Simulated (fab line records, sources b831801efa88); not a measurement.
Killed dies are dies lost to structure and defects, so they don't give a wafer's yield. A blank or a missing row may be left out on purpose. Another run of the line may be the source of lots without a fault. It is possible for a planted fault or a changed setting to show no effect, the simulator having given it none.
fab line records	flow gf180mcu
record lots=5	wafers=15	last_day=34
route steps=602 shown STI@8
lots untouched by any fault: they come from a run of this same line in which no faults occurred
start_h: the number of hours between the record's first day and the start of the first shown wafer of the lot	wait_h: hours since the lot's step before	" the same as in the row above	L1.1+2: several wafers, shown together as one row	- no value, or no start was given	* or withheld: withheld	< > ~ a bound
route shown NAME@n: NAME is a module with steps in the file, n the number in the route of the first one	usual: mean and standard deviation over wafers with no fault	same: alike in all rows	chamber/n: place in a boat	sites: each site's reading	_std_site: their standard deviation	_edge_site: mean of outer sites minus mean of inner sites	radius_mm: for every site, how far away it sits from the centre of the wafer	mask NAME#n: copy n	behind: tool/chamber where the wafer was last shaped	hold: why the lot was held/for how many hours/how that ended	device: the n, p or np transistor that did not switch	end of line: at the end of the route, the tests of the same wafers	a step without rows: its recipe alone	killed: count of dies lost to structure and defects at first sort (not the wafer's yield)	map: the dies of a wafer, with x for killed, . for not killed, _ for no die there
set.NAME: setting as actually run; set.NAME@STEP: the setting as run at that earlier step	model.NAME: the simulator's own value behind a step, which no gauge read
lots at some steps of the route; a table a step, a row a wafer
services: from which hour (start_h, from the record's first day; less than 0 if before it) a tool's chamber was out of use, for how many hours, and why
## steps
# step GF_STI_COAT_07
# recipe resist=KrF	spin_rpm=withheld	resist_thk_nm=700
# usual chill_plate_temp_C=23.01/0.099	dispense_pressure_kPa=51/4.7
lot.wafer	tool	chamber	start_h	wait_h	chill_plate_temp_C	dispense_pressure_kPa
L079.1	litho_track-04	0	45.65	0.1	23.02	58
L079.5	"	0	"	"	22.83	58
L079.6	"	0	"	"	23.04	58
L085.1	litho_track-01	0	77.17	0.1	23.17	47
L085.4	"	0	"	"	22.98	47
L085.5	"	0	"	"	23.16	47
L089.1	litho_track-04	0	95.79	0.1	23.02	58
L089.3	"	0	"	"	23.07	58
L089.5	"	0	"	"	22.97	58
L094.1	litho_track-04	0	120.84	0.1	22.99	58
L094.3	"	0	"	"	22.94	58
L094.6	"	0	"	"	22.96	58
L095.1	litho_track-04	0	125.94	0.1	22.97	58
L095.2	"	0	"	"	23.08	58
L095.3	"	0	"	"	23.10	58
# step GF_STI_SOFTBAKE_08
# recipe temp_c=130	time_s=60	resist=KrF
# usual chill_plate_temp_C=22.98/0.13
lot.wafer	tool	chamber	start_h	wait_h	chill_plate_temp_C
L079.1	litho_track-04	0	45.80	0.1	22.90
L079.5	"	0	"	"	22.65
L079.6	"	0	"	"	22.87
L085.1	litho_track-01	0	77.32	0.1	22.92
L085.4	"	0	"	"	22.87
L085.5	"	0	"	"	22.97
L089.1	litho_track-04	0	95.94	0.1	23.26
L089.3	"	0	"	"	23.26
L089.5	"	0	"	"	23.22
L094.1	litho_track-04	0	120.99	0.1	23.04
L094.3	"	0	"	"	23.04
L094.6	"	0	"	"	23.02
L095.1	litho_track-04	0	126.09	0.1	23.14
L095.2	"	0	"	"	23.10
L095.3	"	0	"	"	23.09
# step GF_STI_EXPOSE_09
# recipe mask_id=COMP	target_cd_nm=220	na=0.68	source_shape=conventional	sigma_outer=0.6	dose_mj=28
lot.wafer	tool	chamber	start_h	wait_h	mask
L079.1+5+6	krf_scanner-02	0	-	-	COMP#0
L085.1+4+5	krf_scanner-01	0	-	-	COMP#0
L089.1+3+5	krf_scanner-02	0	-	-	COMP#0
L094.1+3+6	krf_scanner-01	0	-	-	COMP#0
L095.1+2+3	krf_scanner-01	0	-	-	COMP#0
# step GF_STI_PEB_10
# recipe peb_temp_c=135	peb_time_s=90	resist=KrF
# usual chill_plate_temp_C=23.01/0.1
lot.wafer	tool	chamber	start_h	wait_h	chill_plate_temp_C
L079.1	litho_track-03	0	-	-	23.06
L079.5	"	0	"	"	23.08
L079.6	"	0	"	"	23.14
L085.1	litho_track-04	0	-	-	23.04
L085.4	"	0	"	"	23.17
L085.5	"	0	"	"	23.06
L089.1	litho_track-01	0	-	-	23.04
L089.3	"	0	"	"	23.03
L089.5	"	0	"	"	23.07
L094.1	litho_track-04	0	-	-	22.93
L094.3	"	0	"	"	23.00
L094.6	"	0	"	"	22.98
L095.1	litho_track-01	0	-	-	23.20
L095.2	"	0	"	"	23.06
L095.3	"	0	"	"	23.06
# step GF_STI_DEVELOP_11
# recipe develop_time_s=60	dev_temp_c=21
# usual chill_plate_temp_C=22.97/0.11
# same develop_time_s=60
lot.wafer	tool	chamber	start_h	wait_h	chill_plate_temp_C
L079.1	litho_track-03	0	51.56	0.2	23.00
L079.5	"	0	"	"	22.83
L079.6	"	0	"	"	22.91
L085.1	litho_track-04	0	84.24	0.2	22.96
L085.4	"	0	"	"	22.90
L085.5	"	0	"	"	22.90
L089.1	litho_track-01	0	103.22	0.2	23.17
L089.3	"	0	"	"	23.24
L089.5	"	0	"	"	23.11
L094.1	litho_track-04	0	128.34	0.2	22.84
L094.3	"	0	"	"	23.03
L094.6	"	0	"	"	23.03
L095.1	litho_track-01	0	133.67	0.2	22.92
L095.2	"	0	"	"	22.86
L095.3	"	0	"	"	22.82
# step GF_STI_CD_MEAS_12
# recipe target_cd_nm=220
# usual cd_nm=220.3/1.1
lot.wafer	tool	chamber	start_h	wait_h	cd_nm
L079.1	cd_sem-02	-	51.71	0.1	221.0
L079.5	"	-	"	"	220.0
L079.6	"	-	"	"	220.4
L085.1	cd_sem-01	-	84.39	0.1	221.9
L085.4	"	-	"	"	221.6
L085.5	"	-	"	"	221.4
L089.1	cd_sem-02	-	103.37	0.1	220.6
L089.3	"	-	"	"	220.3
L089.5	"	-	"	"	220.0
L094.1	cd_sem-02	-	128.49	0.1	218.5
L094.3	"	-	"	"	220.9
L094.6	"	-	"	"	220.0
L095.1	cd_sem-01	-	133.82	0.1	219.9
L095.2	"	-	"	"	220.0
L095.3	"	-	"	"	220.7
# step GF_STI_ETCH_13
# recipe chemistry=CHF3/O2	stop_on=Si	over_etch_frac=0.3	target_depth_a=2823.1	source_w=600	bias_w=200	pressure_mtorr=40	chf3_flow_sccm=50	O2_flow_sccm=5	time_s=112.9
# usual O2_flow_sccm=5.002/0.014	chamber_pressure_mTorr=40.00/0.033	drypump_motor_current_A=5.8/0.3	oes_product_au=0.836/0.0071	rf_fwd_power_W=596.6/2.2	throttle_valve_pct=8.811/0.0092
lot.wafer	tool	chamber	start_h	wait_h	O2_flow_sccm	chamber_pressure_mTorr	drypump_motor_current_A	oes_product_au	rf_fwd_power_W	rf_hours_counter_h	throttle_valve_pct
L079.1	rie_diel-03	1	51.83	0.1	4.998	40.01	5.4	0.823	598.5	15	8.806
L079.5	"	0	"	"	4.988	40.06	5.6	0.823	597.2	-	8.804
L079.6	"	3	"	"	5.013	40.00	6.2	0.825	596.6	-	8.796
L085.1	rie_diel-02	1	84.51	0.1	4.980	39.98	6.2	0.833	596.8	163	8.809
L085.4	"	3	"	"	5.015	39.99	6.1	0.841	594.7	105	8.812
L085.5	"	3	"	"	5.009	39.95	6.1	0.844	595.3	-	8.811
L089.1	rie_diel-01	2	103.49	0.1	5.002	40.03	5.3	0.844	597.9	66	8.811
L089.3	"	1	"	"	5.005	39.94	5.7	0.840	595.3	54	8.823
L089.5	"	3	"	"	4.994	39.99	5.8	0.833	596.8	-	8.803
L094.1	rie_diel-03	1	128.61	0.1	4.997	39.97	5.3	0.837	596.1	17	8.813
L094.3	"	3	"	"	4.979	40.03	6.2	0.849	596.7	138	8.806
L094.6	"	1	"	"	5.011	39.98	5.3	0.836	597.2	-	8.811
L095.1	rie_diel-01	2	133.94	0.1	5.008	39.97	5.4	0.842	595.7	67	8.810
L095.2	"	0	"	"	5.016	40.00	6.2	0.833	593.2	0	8.805
L095.3	"	1	"	"	4.987	40.00	5.7	0.837	592.1	56	8.825
# step GF_STI_ETCH_14
# recipe target=Si	chemistry=HBr/Cl2/O2	target_depth_nm=360	icp_w=600	bias_w=150	pressure_mtorr=15	HBr_flow_sccm=150	Cl2_flow_sccm=40	O2_flow_sccm=6	time_s=102.9
# usual O2_flow_sccm=5.999/0.017	chamber_pressure_mTorr=14.999/0.014	drypump_motor_current_A=5.7/0.51	oes_product_au=1.002/0.008	rf_fwd_power_W=596.5/1.9	throttle_valve_pct=25.657/0.011
lot.wafer	tool	chamber	start_h	wait_h	O2_flow_sccm	chamber_pressure_mTorr	drypump_motor_current_A	oes_product_au	rf_fwd_power_W	rf_hours_counter_h	throttle_valve_pct
L079.1	rie_si-02	3	51.91	0.0	6.002	15.003	5.3	1.007	597.4	40	25.666
L079.5	"	2	"	"	5.984	14.989	6.4	0.987	596.0	-	25.663
L079.6	"	3	"	"	5.995	14.995	5.3	1.001	596.0	-	25.642
L085.1	rie_si-01	2	84.59	0.0	5.987	15.013	5.8	1.001	596.1	23	25.649
L085.4	"	0	"	"	5.988	15.009	5.2	0.999	596.9	49	25.647
L085.5	"	1	"	"	6.003	15.008	6.5	1.003	596.1	-	25.639
L089.1	rie_si-01	0	103.57	0.0	5.972	15.021	5.1	0.996	595.7	49	25.660
L089.3	"	3	"	"	5.984	15.000	5.8	0.987	593.4	99	25.657
L089.5	"	0	"	"	5.982	15.001	5.2	1.003	595.5	-	25.664
L094.1	rie_si-02	0	128.69	0.0	6.006	14.988	5.0	1.005	597.0	5	25.659
L094.3	"	1	"	"	5.993	15.002	5.5	1.008	599.3	20	25.664
L094.6	"	2	"	"	6.011	15.000	6.4	0.998	594.1	-	25.652
L095.1	rie_si-02	0	134.02	0.0	6.012	14.980	5.0	0.994	596.1	5	25.673
L095.2	"	3	"	"	5.999	15.017	5.3	0.995	597.9	41	25.657
L095.3	"	2	"	"	6.013	14.992	6.4	0.995	600.2	84	25.665
# step GF_STI_STRIP_15
# recipe chemistry=O2/N2	power_w=1400	pressure_mtorr=1500	platen_temp_c=250	o2_flow_sccm=3000	n2_flow_sccm=300	overash_fraction=0.5
# usual chamber_pressure_mTorr=1500.1/1.3	drypump_motor_current_A=5.79/0.17	heater_power_w=335/22	oes_product_au=0.385/0.0045	strip_time_to_endpoint_s=3.73/0.04
# same overash_fraction=0.5
lot.wafer	tool	chamber	start_h	wait_h	chamber_pressure_mTorr	drypump_motor_current_A	heater_power_w	oes_product_au	rf_hours_counter_h	strip_time_to_endpoint_s
L079.1	plasma_asher-04	1	51.98	0.0	1502.3	5.60	343	0.383	40	3.76
L079.5	"	1	"	"	1502.1	5.59	342	0.388	-	3.78
L079.6	"	0	"	"	1501.1	5.70	313	0.383	-	3.76
L085.1	plasma_asher-04	0	84.67	0.0	1499.9	5.71	318	0.379	43	3.73
L085.4	"	1	"	"	1499.2	5.64	338	0.384	-	3.69
L085.5	"	1	"	"	1502.1	5.61	347	0.383	-	3.73
L089.1	plasma_asher-01	1	103.65	0.0	1498.9	6.00	376	0.381	43	3.69
L089.3	"	0	"	"	1499.8	5.75	313	0.380	-	3.74
L089.5	"	1	"	"	1499.6	5.98	371	0.382	-	3.74
L094.1	plasma_asher-04	1	128.77	0.0	1499.8	5.59	354	0.378	48	3.76
L094.3	"	1	"	"	1498.0	5.58	339	0.383	-	3.75
L094.6	"	0	"	"	1501.5	5.71	321	0.383	-	3.75
L095.1	plasma_asher-01	1	134.10	0.0	1504.1	6.01	369	0.383	2	3.78
L095.2	"	0	"	"	1501.1	5.79	320	0.391	2	3.80
L095.3	"	0	"	"	1501.0	5.79	311	0.375	-	3.77
# step GF_STI_CLEAN_16
# recipe chemistry=dHF	time_s=25	dilution=100:1
lot.wafer	tool	chamber	start_h	wait_h
L079.1+5+6	wet_bench-02	1	52.08	0.1
L085.1+4+5	wet_bench-04	0	84.77	0.1
L089.1+3+5	wet_bench-04	1	103.75	0.1
L094.1+3+6	wet_bench-04	2	128.87	0.1
L095.1+2+3	wet_bench-02	0	134.20	0.1
# step GF_STI_WET_ETCH_17
# recipe chemistry=H3PO4	target_depth_nm=45	temp_c=160	target=Si3N4	time_s=514
lot.wafer	tool	chamber	start_h	wait_h
L079.1+5+6	wet_bench-03	2	52.10	0.0
L085.1+4+5	wet_bench-03	3	84.78	0.0
L089.1+3+5	wet_bench-02	2	103.76	0.0
L094.1+3+6	wet_bench-03	0	128.88	0.0
L095.1+2+3	wet_bench-04	2	134.21	0.0
# step GF_STI_CLEAN_18
# recipe chemistry=SC1/SC2	mix=1:4:20	temp_c=70	time_s=150
lot.wafer	tool	chamber	start_h	wait_h
L079.1+5+6	wet_bench-02	0	52.25	0.0
L085.1+4+5	wet_bench-02	2	84.93	0.0
L089.1+3+5	wet_bench-03	3	104.06	0.0
L094.1+3+6	wet_bench-02	3	129.03	0.0
L095.1+2+3	wet_bench-03	0	134.36	0.0
# step GF_STI_CLEAN_19
# recipe chemistry=dHF	time_s=20	dilution=100:1
lot.wafer	tool	chamber	start_h	wait_h
L079.1+5+6	wet_bench-04	2	52.30	0.0
L085.1+4+5	wet_bench-04	1	84.98	0.0
L089.1+3+5	wet_bench-04	2	104.12	0.0
L094.1+3+6	wet_bench-04	0	129.09	0.0
L095.1+2+3	wet_bench-02	2	134.41	0.0
## services
tool	chamber	start_h	hours	kind
rie_si-02	1	28.13	3.9	repair
rie_si-02	2	36.53	11.9	repair
rie_diel-01	1	37.98	5.2	repair
plasma_asher-01	-	40.61	3.4	repair
plasma_asher-04	-	49.74	0.9	repair
rie_diel-03	0	59.67	9.7	repair
krf_scanner-01	-	66.44	0.7	repair
krf_scanner-01	-	67.16	1.3	pm
krf_scanner-01	-	69.40	1.3	repair
plasma_asher-01	-	72.99	2.8	pm
rie_si-02	0	74.26	2.8	repair
rie_diel-03	3	79.37	9.2	repair
krf_scanner-02	-	80.45	1.3	pm
rie_diel-01	-	81.07	0.5	repair
rie_diel-03	1	81.07	7.6	repair
krf_scanner-02	-	84.82	2.4	repair
krf_scanner-02	-	90.03	3.4	repair
rie_si-01	-	94.52	0.6	repair
rie_diel-01	-	94.85	0.9	repair
rie_si-01	2	101.57	16.7	repair
plasma_asher-01	-	108.75	9.0	pm
plasma_asher-01	-	109.99	6.4	repair
krf_scanner-01	-	115.51	0.8	pm
rie_diel-01	0	121.39	10.0	repair
## key
fault none
